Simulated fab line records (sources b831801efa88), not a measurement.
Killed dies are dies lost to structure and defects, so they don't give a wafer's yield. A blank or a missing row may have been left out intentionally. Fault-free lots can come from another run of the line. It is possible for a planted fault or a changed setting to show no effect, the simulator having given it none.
A struck lot beside a sound one | flow sky130 | 28 steps out of a route of 708
Sound: the wafers L495.3, L495.4, L495.5. The struck wafers were L508.3, L508.4, L508.6. The cause comes at the end.
Per side, at each step with rows, come the tool, then ch with its chambers, and then its first start. Under that, the readings that differ: sound wafers | struck wafers | difference of the means | sigmas: that difference in standard deviations of wafers without a fault.
alike: words and numbers the same on both sides, and readings whose means are apart by under 2 such deviations; not compared: readings that were withheld, readings missing a value for some wafer, numbers with overlapping values and no deviation given by the record, and bounds like >300 which may hide the same value.
Wherever a step has rows on one side only, a row that says differs or no value, or a row with sigmas, the two part there. When numbers do not overlap yet have no deviation, they are printed without sigmas and do not part them. A reading missing from all wafers of one side parts the sides only when that side holds two or more wafers.

SKY_VIA4_ETCH_12: etches SiO2 in C4F8/O2/Ar, stops on TiN, target depth 580 nm.
  sound on rieDiel-01 ch 0,3, day 43 11:34; struck on rieDiel-01 ch 0,2,3, day 47 06:22
  alike: biasW, chamberPressureMTorr, oesProductAu
SKY_VIA4_STRIP_13: strips in O2/N2.
  sound on plasmaAsher-04 ch 0,1, day 43 11:41; struck on plasmaAsher-01 ch 0,1, day 47 06:29
  alike: chamberPressureMTorr, drypumpMotorCurrentA, oesProductAu, stripTimeToEndpointS
  not compared: rfHoursCounterH
then, 3 steps without rows for these wafers: SKY_VIA4_STRIP_14 (strips in post etch residue remover, time 1200 s); SKY_VIA4_CLEAN_15 (cleans in IPA, time 180 s); SKY_VIA4_CLEAN_16 (cleans in O3/DIW).
SKY_VIA4_SPUTTER_17: material TiN, target thk 20 nm, time 80 s.
  struck on pvdSputter-01, day 47 07:32; sound on pvdSputter-02, day 43 12:14
  alike: chamberPressurePa, throttleValvePct
SKY_VIA4_CVD_18: deposits W, target thk 505 nm, time 152.14 s.
  sound on cvdW-01 ch 0,1, day 43 12:21; struck on cvdW-02 ch 0,1, day 47 07:38
  alike: heaterPowerW
SKY_VIA4_RS_MEAS_19: the measuring method here is four-point-probe.
  struck on filmMetro-01, day 47 07:47; sound on filmMetro-03, day 43 12:29
  alike: VIA4_W_RS
SKY_VIA4_THK_MEAS_20: measures by xrf.
  struck on filmMetro-01, day 47 07:53; sound on filmMetro-03, day 43 12:35
  alike: VIA4_W_THK
SKY_VIA4_CMP_21: polishes, stops on SiO2, t overpolish 25 s, target thk 0 nm.
  sound on cmp-02 ch 2,3, day 43 12:54; struck on cmp-01 ch 0,2,3, day 47 07:58
  alike: headPressurePsi, motorCurrentA, overpolishRunS, timeToEndpointS
then, 2 steps without rows for these wafers: SKY_METAL5_SPUTTER_00 (material Ti, target thk 15 nm, time 10 s); SKY_METAL5_SPUTTER_01 (material TiN, target thk 20 nm, time 16.7 s).
SKY_METAL5_SPUTTER_02: material AlCu, target thk 1150 nm, time 61.2 s.
  struck on pvdSputter-03, day 47 08:16; sound on pvdSputter-01, day 43 13:15
reading                                    | sound                | struck               | difference | sigmas
chamberPressurePa (Pa)                     | 0.4001 0.4006 0.4012 | 0.4647 0.4649 0.4638 | +0.0638    | +77
model.AlCu_of_METAL5_SPUTTER_02.thkNm (nm) | 1136 1137 1143       | 1110 1109 1109       | -29        | 
  alike: throttleValvePct
then, 2 steps without rows for these wafers: SKY_METAL5_SPUTTER_03 (material Ti, target thk 5 nm, time 3.3 s); SKY_METAL5_SPUTTER_04 (material TiN, target thk 70 nm, time 58.3 s).
SKY_METAL5_RS_MEAS_05: the measuring method here is four-point-probe.
  struck on filmMetro-01, day 47 08:26; sound on filmMetro-01, day 43 13:25
reading                 | sound                | struck               | difference | sigmas
METAL5_ALCU_RS (ohm/sq) | 0.0274 0.0274 0.0273 | 0.0284 0.0283 0.0284 | +0.0010    | +3
SKY_METAL5_THK_MEAS_06: measures by xrf.
  struck on filmMetro-01, day 47 08:32; sound on filmMetro-01, day 43 13:31
reading              | sound          | struck         | difference | sigmas
METAL5_ALCU_THK (nm) | 1148 1143 1159 | 1117 1125 1120 | -29        | -2
then, 8 steps without rows for these wafers: SKY_METAL5_DEHYDRATE_07 (time 60 s); SKY_METAL5_HMDS_08 (prime time 60 s); SKY_METAL5_COAT_09 (resist thk 1800 nm); SKY_METAL5_SOFTBAKE_10 (time 60 s); SKY_METAL5_EXPOSE_11 (exposes mask MM5, target cd 1600 nm); SKY_METAL5_PEB_12; SKY_METAL5_DEVELOP_13 (develop time 60 s); SKY_METAL5_DESCUM_14 (chemistry O2, time 11 s).
SKY_METAL5_METAL_ETCH_15: etches the open film in Cl2/BCl3, stops on SiO2, target depth 1260 nm, time 252 s.
  sound on rieMetal-01 ch 0,1, day 44 11:24; struck on rieMetal-01 ch 0,1, day 48 04:39
reading                          | sound          | struck         | difference | sigmas
model.etch.depthNm (nm)          | 1265 1267 1252 | 1240 1238 1239 | -22        | 
model.METAL5.featureDepthNm (nm) | 1265 1267 1252 | 1240 1238 1239 | -22        | 
  alike: bcl3FlowSccm, biasW, chamberPressureMTorr, drypumpMotorCurrentA, oesProductAu, throttleValvePct
  not compared: rfHoursCounterH
then, 1 step without rows for these wafers: SKY_METAL5_STRIP_16 (strips in O2/N2).
SKY_PAD_OPEN_PROBE_99:
  struck on prober-02, day 49 20:07; sound on prober-02, day 46 09:28
reading                    | sound                   | struck                  | difference | sigmas
model.etest.met5.rsOhmSq   | 0.02746 0.02762 0.02716 | 0.02809 0.028 0.02829   | +0.00071   | 
model.etest.met5.lineOhmUm | 0.01725 0.01725 0.01703 | 0.01762 0.01748 0.01775 | +0.00044   | 
  alike: defectLimitedYield, killed_at_M0_to_M3, killed_at_M4_up, killedAtContacts, killedAtFrontEnd, killedAtOther, killedDies, killedOpen, killedShort, sort_bin_3_pad_short, sort_bin_5_function, sort_bin_6_memory, sortNPass, sortYieldPct

WHERE THEY PART
Earliest at SKY_METAL5_SPUTTER_02; latest, in this record, at SKY_METAL5_THK_MEAS_06. Later steps at which nothing parts them and some readings are alike: SKY_METAL5_METAL_ETCH_15, SKY_PAD_OPEN_PROBE_99.

WHY: the cause the simulator had injected
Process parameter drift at SKY_METAL5_SPUTTER_02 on pvdSputter-03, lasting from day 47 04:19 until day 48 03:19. The setting chamberPressurePa was moved by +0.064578, starting from 0.4. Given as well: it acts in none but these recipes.
